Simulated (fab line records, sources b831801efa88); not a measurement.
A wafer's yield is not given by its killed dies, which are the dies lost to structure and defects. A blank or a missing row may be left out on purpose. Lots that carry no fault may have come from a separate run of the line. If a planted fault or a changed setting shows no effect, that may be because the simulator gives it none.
What tool caused it?	flow sky130	Sampling: 13 lots, 39 wafers, 2 of 708 route steps

## WHAT EACH GAUGE READ, for each wafer
SKY_VIA4_THK_MEAS_01. Usual: VIA4_HDPCVD_THK typically reads 1749 nm, with standard deviation 15.
lot	measured	on	VIA4_HDPCVD_THK (nm)	flag
L863	day 42 05:04	film_metro-01	1762 1733 1756	
L864	day 42 07:39	film_metro-01	1738 1747 1756	
L865	day 42 16:17	film_metro-04	1728 1741 1751	
L866	day 43 05:54	film_metro-04	1754 1753 1747	
L867	day 43 06:49	film_metro-01	1746 1740 1740	
L868	day 43 14:39	film_metro-04	1766 1766 1768	
L869	day 43 18:55	film_metro-04	1790 1780 1764	
L871	day 44 08:13	film_metro-03	1765 1773 1774	
L873	day 45 06:53	film_metro-01	1748 1749 1756	
L874	day 45 10:49	film_metro-03	1749 1759 1729	
L875	day 45 14:44	film_metro-01	1768 1742 1773	
L879	day 46 12:38	film_metro-04	1742 1733 1731	
L881	day 47 00:34	film_metro-01	1755 1763 1764	

## EACH LOT AND THE TOOL THAT RAN IT (in order: tool; ch and the chambers of the sampled wafers; start)
lot	SKY_METAL4_SPUTTER_03
L863	pvd_sputter-04, day 40 04:10
L864	pvd_sputter-01, day 40 05:22
L865	pvd_sputter-03, day 40 15:39
L866	pvd_sputter-01, day 41 04:52
L867	pvd_sputter-01, day 41 06:25
L868	pvd_sputter-04, day 41 12:54
L869	pvd_sputter-01, day 41 19:56
L871	pvd_sputter-04, day 42 08:56
L873	pvd_sputter-01, day 43 09:02
L874	pvd_sputter-01, day 43 11:47
L875	pvd_sputter-04, day 43 17:13
L879	pvd_sputter-01, day 44 16:12
L881	pvd_sputter-01, day 45 03:49
- SKY_METAL4_SPUTTER_03: material Ti, target thk 5 nm, time 3.3 s.

## WHAT THE TOOLS THEMSELVES READ (means of the sampled wafers that have a number; where no wafer has one, the mark that the record gives instead)
SKY_METAL4_SPUTTER_03. Usual: throttle_valve_pct 29.6 %, standard deviation 0.96.
lot	tool	throttle_valve_pct (%)	flag
L863	pvd_sputter-04	28.6	
L864	pvd_sputter-01	29.5	
L865	pvd_sputter-03	30.7	
L866	pvd_sputter-01	29.6	
L867	pvd_sputter-01	29.4	
L868	pvd_sputter-04	29.6	
L869	pvd_sputter-01	29.3	
L871	pvd_sputter-04	28.8	
L873	pvd_sputter-01	29.2	
L874	pvd_sputter-01	29.5	
L875	pvd_sputter-04	28.7	
L879	pvd_sputter-01	29.5	
L881	pvd_sputter-01	28.9	

## THE ANSWER, worked out from the rows above alone
Rule: lot off if the mean of its wafers having a number is beyond 3 standard deviations from the usual mean. A lot without any number at a reading at which 4 lots or more have one is off too. The other lots that the step has rows for count as sound. First the gauges in route order, then the tools' own readings, where a lot's mean is used as printed above. At the first step where some lot is off, the reading lying furthest off is the one used; lots without a number count as furthest.
No lot is off on any of the readings shown, so nothing can be concluded from this.

## WHAT THE SIMULATOR PUT IN
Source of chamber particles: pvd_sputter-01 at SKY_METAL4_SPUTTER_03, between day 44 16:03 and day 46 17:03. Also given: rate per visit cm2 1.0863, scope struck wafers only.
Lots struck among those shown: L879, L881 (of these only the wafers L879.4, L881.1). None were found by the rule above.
